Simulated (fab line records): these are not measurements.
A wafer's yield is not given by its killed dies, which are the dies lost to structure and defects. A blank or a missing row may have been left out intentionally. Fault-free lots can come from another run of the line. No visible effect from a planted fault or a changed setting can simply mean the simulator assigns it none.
fab line records	flow sky130
record: lots: 7	wafers: 21	lastDay: 50
route steps=708 shown VT_ADJUST_PCH@148 SONOS_TUNNEL@154 PAD_OPEN@708
lots untouched by any fault: they come from a run of this same line in which no faults occurred
startH: the number of hours between the record's first day and the start of the first shown wafer of the lot	waitH: hours since the lot's step before	" repeats the value in the row above	L1.1+2: a single row standing in for several wafers	- either no value or no given start	* or withheld: withheld	< > ~ a bound
route shown NAME@n: a module of which the file shows steps, and the number in the route of the first	usual: mean/standard deviation taken from wafers without a fault	same: alike in all rows	chamber/n: place in a boat	sites: per-site readings	_std_site: standard deviation across them	_edge_site: the outer-site mean with the inner-site mean subtracted	radiusMm: how far each site lies from the wafer's centre	mask NAME#n: copy n	behind: the most recent tool/chamber to have shaped the wafer	hold: the reason the lot was held/the length of the hold in hours/how it ended	device: the transistor (n, p or np) that didn't switch	end of line: tests run on the same wafers once the route is complete	a step with no rows: only its recipe	killed: not the wafer's yield, but the dies lost to structure and defects at the first sort	map: shows each die of a wafer: x if killed, . if not, _ if none is there
set.NAME: the run value of the setting; set.NAME@STEP: its run value at that earlier step	model.NAME: the simulator's own value behind a step, which no gauge read
certain route steps with their lots: each step a table, each wafer a row
services: from which hour (startH, from the record's first day; less than 0 if before it) a tool's chamber was out of use, for how many hours, and why
== steps ==
step: SKY_VT_ADJUST_PCH_PEB_05
recipe: tempC: 115	timeS: withheld
step: SKY_VT_ADJUST_PCH_DEVELOP_06
recipe: wallAngleDeg: 90	developer: TMAH	developTimeS: 60	devTempC: 23
step: SKY_VT_ADJUST_PCH_OVL_MEAS_07
usual: VT_ADJUST_PCH_OVL: 0.1/1.3
lot.wafer	tool	chamber	startH	waitH	VT_ADJUST_PCH_OVL[nm]
L734.1	overlay-01	-	240.85	-	-0.8
L734.2	"	-	"	"	-1.7
L734.5	"	-	"	"	-1.3
L744.2	overlay-01	-	315.96	-	-0.6
L744.4	"	-	"	"	-0.5
L744.5	"	-	"	"	-0.8
L746.1	overlay-01	-	329.88	-	0.7
L746.4	"	-	"	"	0.1
L746.6	"	-	"	"	0.8
L747.3	overlay-02	-	339.07	-	0.7
L747.4	"	-	"	"	1.0
L747.5	"	-	"	"	2.4
L748.2	overlay-01	-	347.94	-	2.2
L748.4	"	-	"	"	2.9
L748.5	"	-	"	"	2.2
L751.4	overlay-01	-	377.99	-	-3.0
L751.5	"	-	"	"	-1.3
L751.6	"	-	"	"	1.0
L754.2	overlay-01	-	395.14	-	1.7
L754.3	"	-	"	"	1.0
L754.6	"	-	"	"	1.0
step: SKY_VT_ADJUST_PCH_IMPLANT_08
recipe: species: B	energyKev: 10	doseCm2: 4.926e+11	tiltDeg: withheld
step: SKY_VT_ADJUST_PCH_STRIP_09
recipe: chemistry: O2/N2	powerW: 1400	pressureMtorr: 1500	platenTempC: withheld	o2FlowSccm: 3000	n2FlowSccm: 300	overashFraction: 0.5
usual: drypumpMotorCurrentA: 6.11/0.27	n2FlowSccm: 300.0/0.91	oesProductAu: 0.723/0.004	stripTimeToEndpointS: 36.92/0.099
lot.wafer	tool	chamber	startH	waitH	drypumpMotorCurrentA	n2FlowSccm	oesProductAu	rfHoursCounterH	stripTimeToEndpointS
L734.1	plasmaAsher-03	0	241.04	0.1	5.91	299.3	0.729	56	37.02
L734.2	"	1	"	"	6.16	300.2	0.720	56	36.93
L734.5	"	0	"	"	5.91	300.2	0.729	-	36.95
L744.2	plasmaAsher-04	1	316.14	0.1	5.54	300.5	0.723	61	36.99
L744.4	"	0	"	"	5.93	298.8	0.719	-	36.96
L744.5	"	1	"	"	5.56	297.7	0.724	-	36.96
L746.1	plasmaAsher-03	0	330.07	0.1	5.90	299.7	0.719	64	36.86
L746.4	"	1	"	"	6.16	300.3	0.719	-	36.62
L746.6	"	0	"	"	5.90	300.4	0.725	-	36.83
L747.3	plasmaAsher-03	0	339.27	0.1	5.91	299.7	0.713	-	36.88
L747.4	"	1	"	"	6.17	299.7	0.727	-	37.04
L747.5	"	0	"	"	5.90	299.4	0.722	-	36.99
L748.2	plasmaAsher-04	1	348.12	0.1	5.56	299.8	0.715	65	36.88
L748.4	"	0	"	"	5.95	300.8	0.723	-	36.92
L748.5	"	1	"	"	5.57	299.5	0.716	-	36.85
L751.4	plasmaAsher-01	1	378.19	0.1	6.28	300.2	0.727	-	36.95
L751.5	"	0	"	"	6.45	298.4	0.727	-	36.89
L751.6	"	1	"	"	6.32	299.0	0.718	-	36.88
L754.2	plasmaAsher-01	1	395.32	0.1	6.31	300.8	0.715	59	36.95
L754.3	"	0	"	"	6.42	300.4	0.718	-	36.92
L754.6	"	1	"	"	6.29	300.6	0.717	-	36.97
step: SKY_VT_ADJUST_PCH_TW_MEAS_10
usual: VT_ADJUST_PCH_TW: 142.8/0.85
lot.wafer	tool	chamber	startH	waitH	VT_ADJUST_PCH_TW
L734.1	filmMetro-04	-	241.14	0.1	143.5
L734.2	"	-	"	"	143.7
L734.5	"	-	"	"	143.0
L744.2	filmMetro-02	-	316.25	0.1	142.4
L744.4	"	-	"	"	141.3
L744.5	"	-	"	"	141.9
L746.1	filmMetro-04	-	330.17	0.1	143.4
L746.4	"	-	"	"	144.6
L746.6	"	-	"	"	143.1
L747.3	filmMetro-04	-	339.36	0.1	143.1
L747.4	"	-	"	"	143.6
L747.5	"	-	"	"	143.0
L748.2	filmMetro-04	-	348.23	0.1	143.2
L748.4	"	-	"	"	142.8
L748.5	"	-	"	"	142.7
L751.4	filmMetro-02	-	378.28	0.1	141.5
L751.5	"	-	"	"	141.5
L751.6	"	-	"	"	141.9
L754.2	filmMetro-01	-	395.43	0.1	142.6
L754.3	"	-	"	"	143.3
L754.6	"	-	"	"	143.0
step: SKY_SONOS_TUNNEL_DEHYDRATE_00
recipe: tempC: 200	timeS: 60
step: SKY_SONOS_TUNNEL_HMDS_01
recipe: primeTimeS: 60	primeTempC: 120
step: SKY_SONOS_TUNNEL_COAT_02
recipe: resist: NOVOLAK	spinRpm: 3000	resistThkNm: 1140
step: SKY_SONOS_TUNNEL_SOFTBAKE_03
recipe: tempC: 90	timeS: 60	resist: NOVOLAK
step: SKY_SONOS_TUNNEL_EXPOSE_04
recipe: maskId: TUNM	na: 0.6	sourceShape: conventional	sigmaOuter: 0.6	polarization: unpolarized	targetCdNm: 410	doseMj: 136
step: SKY_SONOS_TUNNEL_PEB_05
recipe: tempC: withheld	timeS: *	resist: NOVOLAK
step: SKY_SONOS_TUNNEL_DEVELOP_06
recipe: resist: NOVOLAK	developer: TMAH	developTimeS: 60	devTempC: 23
usual: developerTempC: 23.01/0.095
lot.wafer	tool	chamber	startH	waitH	developerTempC
L734.1	lithoTrack-03	0	264.78	0.1	23.13
L734.2	"	0	"	"	23.22
L734.5	"	0	"	"	23.06
L744.2	lithoTrack-02	0	342.86	0.1	23.09
L744.4	"	0	"	"	22.95
L744.5	"	0	"	"	23.07
L746.1	lithoTrack-02	0	356.04	0.1	20.63
L746.4	"	0	"	"	20.64
L746.6	"	0	"	"	20.68
L747.3	lithoTrack-02	0	365.29	0.1	20.82
L747.4	"	0	"	"	20.66
L747.5	"	0	"	"	20.60
L748.2	lithoTrack-02	0	375.46	0.1	20.74
L748.4	"	0	"	"	20.60
L748.5	"	0	"	"	20.68
L751.4	lithoTrack-03	0	407.71	0.1	22.84
L751.5	"	0	"	"	22.96
L751.6	"	0	"	"	22.94
L754.2	lithoTrack-04	0	425.08	0.1	23.16
L754.3	"	0	"	"	23.11
L754.6	"	0	"	"	23.20
step: SKY_SONOS_TUNNEL_CD_MEAS_07
recipe: targetCdNm: 410
usual: cdNm: 410.2/2.2
lot.wafer	tool	chamber	startH	waitH	cdNm
L734.1	cdSem-01	-	264.93	0.1	409.4
L734.2	"	-	"	"	409.0
L734.5	"	-	"	"	409.8
L744.2	cdSem-02	-	343.01	0.1	409.4
L744.4	"	-	"	"	410.2
L744.5	"	-	"	"	411.6
L746.1	cdSem-01	-	356.19	0.1	416.2
L746.4	"	-	"	"	418.3
L746.6	"	-	"	"	415.7
L747.3	cdSem-02	-	365.43	0.1	418.4
L747.4	"	-	"	"	416.9
L747.5	"	-	"	"	416.5
L748.2	cdSem-02	-	375.61	0.1	413.0
L748.4	"	-	"	"	415.6
L748.5	"	-	"	"	414.8
L751.4	cdSem-02	-	407.84	0.1	409.5
L751.5	"	-	"	"	410.8
L751.6	"	-	"	"	409.8
L754.2	cdSem-01	-	425.22	0.1	406.8
L754.3	"	-	"	"	406.8
L754.6	"	-	"	"	408.3
step: SKY_SONOS_TUNNEL_OVL_MEAS_08
usual: SONOS_TUNNEL_OVL: 0.0/1.8
lot.wafer	tool	chamber	startH	waitH	SONOS_TUNNEL_OVL[nm]
L734.1	overlay-01	-	265.05	0.1	1.0
L734.2	"	-	"	"	-1.7
L734.5	"	-	"	"	-0.8
L744.2	overlay-01	-	343.11	0.1	-0.7
L744.4	"	-	"	"	0.2
L744.5	"	-	"	"	0.9
L746.1	overlay-01	-	356.31	0.1	-0.3
L746.4	"	-	"	"	0.0
L746.6	"	-	"	"	-0.4
L747.3	overlay-01	-	365.52	0.1	-1.1
L747.4	"	-	"	"	-1.0
L747.5	"	-	"	"	-0.5
L748.2	overlay-01	-	375.71	0.1	-0.6
L748.4	"	-	"	"	1.1
L748.5	"	-	"	"	0.6
L751.4	overlay-02	-	407.92	0.1	-2.1
L751.5	"	-	"	"	-3.1
L751.6	"	-	"	"	-3.4
L754.2	overlay-01	-	425.33	0.1	-3.3
L754.3	"	-	"	"	-1.6
L754.6	"	-	"	"	-2.9
step: SKY_PAD_OPEN_PROBE_99
usual: killed_at_M0_to_M3: 44/7.8	killed_at_M4_up: 2.9/1.7	killedAtContacts: 24/5.4	killedAtFrontEnd: 15/4.5	killedAtOther: 0.3/0.55	killedDies: 87/10	killedOpen: 48/7.4	killedShort: 39/5.9
same: grossDies: 492	killedAtBackSide: 0
lot.wafer	tool	chamber	startH	waitH	killed_at_M0_to_M3	killed_at_M4_up	killedAtContacts	killedAtFrontEnd	killedAtOther	killedDies	killedOpen	killedShort
L734.1	prober-02	-	1088.39	0.1	39	2	26	11	0	78	44	34
L734.2	prober-02	-	1088.44	0.1	41	1	25	18	0	85	50	35
L734.5	prober-02	-	1088.59	0.2	40	1	19	14	0	74	44	30
L744.2	prober-01	-	1141.84	0.1	47	2	18	18	0	85	50	35
L744.4	prober-01	-	1141.94	0.2	43	3	25	17	0	88	50	38
L744.5	prober-01	-	1141.99	0.2	49	0	22	33	0	104	58	46
L751.4	prober-02	-	1184.77	0.2	42	1	21	12	0	76	46	30
L751.5	prober-02	-	1184.82	0.2	48	2	22	18	0	90	40	50
L751.6	prober-02	-	1184.87	0.2	62	4	20	6	0	92	47	45
L754.2	prober-02	-	1192.57	0.1	46	6	20	10	1	83	42	41
L754.3	prober-02	-	1192.62	0.2	32	4	23	15	0	74	38	36
L754.6	prober-02	-	1192.77	0.2	66	4	26	13	0	109	60	49
killed by level:class
L734.1 CONTACT:geometricParticle:open=11 VIA1:geometricParticle:open=11 CONTACT:geometricParticle:short=7 VIA1:geometricParticle:short=5 VIA2:geometricParticle:open=5 VIA3:geometricParticle:open=5 POLY_GATE:geometricParticle:open=4 LI_CONTACT:geometricParticle:open=4
L734.2 VIA1:geometricParticle:open=16 CONTACT:geometricParticle:open=9 LI_CONTACT:geometricParticle:open=7 CONTACT:geometricParticle:short=6 METAL1:geometricParticle:short=6 POLY_GATE:geometricParticle:short=5 FIELD_ISO:geometricParticle:short=4 VIA2:geometricParticle:open=4
L734.5 VIA1:geometricParticle:open=9 VIA2:geometricParticle:open=8 POLY_GATE:geometricParticle:open=7 LI_CONTACT:geometricParticle:open=6 LOCAL_INTERCONNECT:geometricParticle:short=5 VIA3:geometricParticle:open=5 CONTACT:geometricParticle:open=3 METAL2:geometricParticle:short=3
L744.2 VIA1:geometricParticle:open=12 CONTACT:geometricParticle:open=8 VIA3:geometricParticle:open=8 FIELD_ISO:geometricParticle:open=7 METAL1:geometricParticle:short=7 METAL2:geometricParticle:short=6 LOCAL_INTERCONNECT:geometricParticle:short=6 VIA2:geometricParticle:open=5
L744.4 CONTACT:geometricParticle:open=10 METAL2:geometricParticle:short=8 VIA2:geometricParticle:open=8 FIELD_ISO:geometricParticle:open=6 VIA3:geometricParticle:open=6 POLY_GATE:geometricParticle:open=5 LI_CONTACT:geometricParticle:open=5 VIA1:geometricParticle:short=5
L744.5 CONTACT:geometricParticle:open=14 VIA1:geometricParticle:open=14 FIELD_ISO:geometricParticle:open=10 FIELD_ISO:geometricParticle:short=9 METAL2:geometricParticle:short=8 VIA2:geometricParticle:open=5 METAL3:geometricParticle:short=5 POLY_GATE:geometricParticle:short=4
L751.4 VIA3:geometricParticle:open=11 CONTACT:geometricParticle:open=8 VIA1:geometricParticle:open=8 LI_CONTACT:geometricParticle:open=7 VIA2:geometricParticle:short=6 POLY_GATE:geometricParticle:short=5 VIA1:geometricParticle:short=5 CONTACT:geometricParticle:short=5
L751.5 METAL2:geometricParticle:short=9 VIA1:geometricParticle:open=8 METAL1:geometricParticle:short=8 LOCAL_INTERCONNECT:geometricParticle:short=8 CONTACT:geometricParticle:open=7 LI_CONTACT:geometricParticle:open=5 VIA2:geometricParticle:open=5 FIELD_ISO:geometricParticle:short=4
L751.6 VIA1:geometricParticle:open=16 METAL2:geometricParticle:short=10 VIA3:geometricParticle:open=7 CONTACT:geometricParticle:open=7 VIA1:geometricParticle:short=6 VIA2:geometricParticle:open=5 LOCAL_INTERCONNECT:geometricParticle:short=5 METAL1:geometricParticle:short=5
L754.2 VIA3:geometricParticle:open=9 METAL2:geometricParticle:short=8 VIA2:geometricParticle:open=8 LI_CONTACT:geometricParticle:open=7 CONTACT:geometricParticle:open=6 FIELD_ISO:geometricParticle:short=5 VIA1:geometricParticle:open=5 METAL4:geometricParticle:short=5
L754.3 VIA1:geometricParticle:open=7 LI_CONTACT:geometricParticle:open=6 VIA3:geometricParticle:open=6 CONTACT:geometricParticle:short=5 CONTACT:geometricParticle:open=5 FIELD_ISO:geometricParticle:short=4 FIELD_ISO:geometricParticle:open=3 POLY_GATE:geometricParticle:open=3
L754.6 VIA3:geometricParticle:open=15 VIA1:geometricParticle:open=11 METAL2:geometricParticle:short=10 CONTACT:geometricParticle:open=8 LI_CONTACT:geometricParticle:open=7 VIA2:geometricParticle:open=7 VIA3:geometricParticle:short=7 LOCAL_INTERCONNECT:geometricParticle:short=5
== services ==
tool	chamber	startH	hours	kind
plasmaAsher-01	-	250.40	1.2	repair
plasmaAsher-04	-	263.60	0.6	repair
plasmaAsher-03	-	375.22	11.3	repair
plasmaAsher-01	-	375.27	1.5	repair
plasmaAsher-04	-	417.90	3.9	repair
plasmaAsher-03	-	421.25	9.0	pm
plasmaAsher-03	0	421.25	9.0	ventCycle
plasmaAsher-03	1	421.25	9.0	ventCycle
== key ==
firstSign: step: SKY_SONOS_TUNNEL_DEVELOP_06	reading: developerTempC	direction: down	sigmas: 25	usual: *	struck: *
effect: step: SKY_SONOS_TUNNEL_CD_MEAS_07	reading: cdNm	direction: up	sigmas: 2.7	usual: 410.2	struck: 416.2	through: controlLoop
metAt SKY_SONOS_TUNNEL_DEVELOP_06
struckWafers L746.1,L746.4,L746.6,L747.3,L747.4,L747.5,L748.2,L748.4,L748.5
testerLeftOut L746,L747,L748
loopTrim: step: SKY_SONOS_TUNNEL_EXPOSE_04	setting: dose	lots: L748
onsetBetween 342.86 356.04
fault: kind: processParameterDrift	tool: lithoTrack-02	chamber: -	onsetH: 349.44	steps: SKY_SONOS_TUNNEL_DEVELOP_06	channel: devTempC	offset: *	shape: step	endH: 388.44	actsIn: *	stated: *
testerLeftOut: of these lots the tester's yield and bins aren't shown, on N5 and GAA mostly nor the transistor test; their killed dies are dies lost to structure and defects alone, not to doping, threshold or leakage, so they don't give the yield
loopTrim: a control loop set the setting to another value than it would have without faults
